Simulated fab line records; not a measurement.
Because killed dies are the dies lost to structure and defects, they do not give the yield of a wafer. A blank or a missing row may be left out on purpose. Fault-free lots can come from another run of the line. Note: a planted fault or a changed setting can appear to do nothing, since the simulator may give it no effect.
2 desks looking at one fault / flow gf180mcu / what lay behind the numbers comes last; until then each desk has only its own

AT THE METROLOGY DESK
What the gauges read for every lot (on any tool): the sampled wafers with a number, averaged. The brackets show how far a lot's mean lies from the usual mean; more than 4 standard deviations puts the lot out of limits, marked OUT.
Columns: A = HV_LDD_01_OVL at GF_HV_LDD_OVL_MEAS_20, usual -0.5 nm; B = HV_LDD_CVD_56_THK at GF_HV_LDD_THK_MEAS_57, usual 90.1 nm; C = NSD_RS at GF_PSD_RS_MEAS_14, usual 46.14 ohm/sq; D = PSD_RS at GF_PSD_RS_MEAS_15, usual 108.56 ohm/sq
lot=L159; first seen here=day 10 19:40; A=-1.4; B=90.3; C=46.11; D=108.60
lot=L160; first seen here=day 11 01:40; A=0.3; B=90.1; C=46.17; D=108.59
lot=L161; first seen here=day 11 08:23; A=0.6; B=90.6; C=46.17; D=108.56
lot=L164; first seen here=day 12 10:34; A=-0.6; B=89.6; C=46.19; D=108.89
lot=L165; first seen here=day 12 16:13; A=-1.4; B=89.6; C=46.03; D=108.38
lot=L171; first seen here=day 14 17:52; A=-1.3; B=89.4; C=44.79 (-14) OUT; D=105.70 (-10) OUT
lot=L172; first seen here=day 15 02:13; A=-0.9; B=90.8; C=44.80 (-14) OUT; D=105.50 (-11) OUT
lot=L175; first seen here=day 15 23:28; A=-0.7; B=89.8; C=46.10; D=108.26
lot=L176; first seen here=day 16 04:31; A=-1.7; B=90.3; C=46.05; D=108.31
lot=L177; first seen here=day 16 18:08; A=-0.6; B=90.5; C=46.03; D=108.41
lot=L178; first seen here=day 16 23:31; A=1.2; B=89.7; C=46.16; D=108.46
lot=L180; first seen here=day 17 12:01; A=-0.6; B=89.7; C=46.05; D=108.07
lot=L182; first seen here=day 18 07:49; A=-0.7; B=89.6; C=46.24; D=108.73
This desk's result: L171, L172 out of limits, first on L171 (NSD_RS at GF_PSD_RS_MEAS_14), day 18 16:30. In limits: L159, L160, L161, L164, L165, L175, L176, L177, L178, L180, L182.

THE TOOL OWNER'S DESK: rtp_anneal-02
The tool's own readings at GF_PSD_RTA_13 (time 20 s): means of the sampled wafers that have a number, for each lot that ran on this tool. The brackets show how far a lot's mean lies from the usual mean; more than 4 standard deviations puts the lot out of limits, marked OUT.
Columns: A = lamp_power_pct at GF_PSD_RTA_13, usual 32 %; B = run_length_s at GF_PSD_RTA_13, usual 49.0 s; C = wafer_temp_C_max at GF_PSD_RTA_13, usual 1029.8
lot=L159; first seen here=day 14 07:07; A=35; B=49.0; C=1029.6
lot=L161; first seen here=day 14 22:22; A=35; B=51.1; C=1029.3
lot=L164; first seen here=day 16 03:49; A=35; B=51.2; C=1029.7
lot=L171; first seen here=day 18 16:25; A=35; B=54.7 (+7.2) OUT; C=1029.5
lot=L172; first seen here=day 19 03:46; A=35; B=54.9 (+7.3) OUT; C=1028.5
Finding of this desk: L171, L172 out of limits; the first was L171 at day 18 16:25, on run_length_s at GF_PSD_RTA_13. In limits: L159, L161, L164.

PUT TOGETHER
At day 18 16:25, on L171, L172, the tool owner's desk was in a position to raise an alarm.
Metrology desk: alarm possible at day 18 16:30 on L171, L172.
All the named lots went through GF_PSD_RTA_13 on rtp_anneal-02.

WHAT THE SIMULATOR HAD PUT IN
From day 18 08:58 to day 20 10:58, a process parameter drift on rtp_anneal-02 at GF_PSD_RTA_13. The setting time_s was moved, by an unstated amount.
Struck lots among those shown: L171, L172.
Counting hours from when the fault started, the first reading out of limits came at 7 for the tool owner's desk and at 8 for the metrology desk.
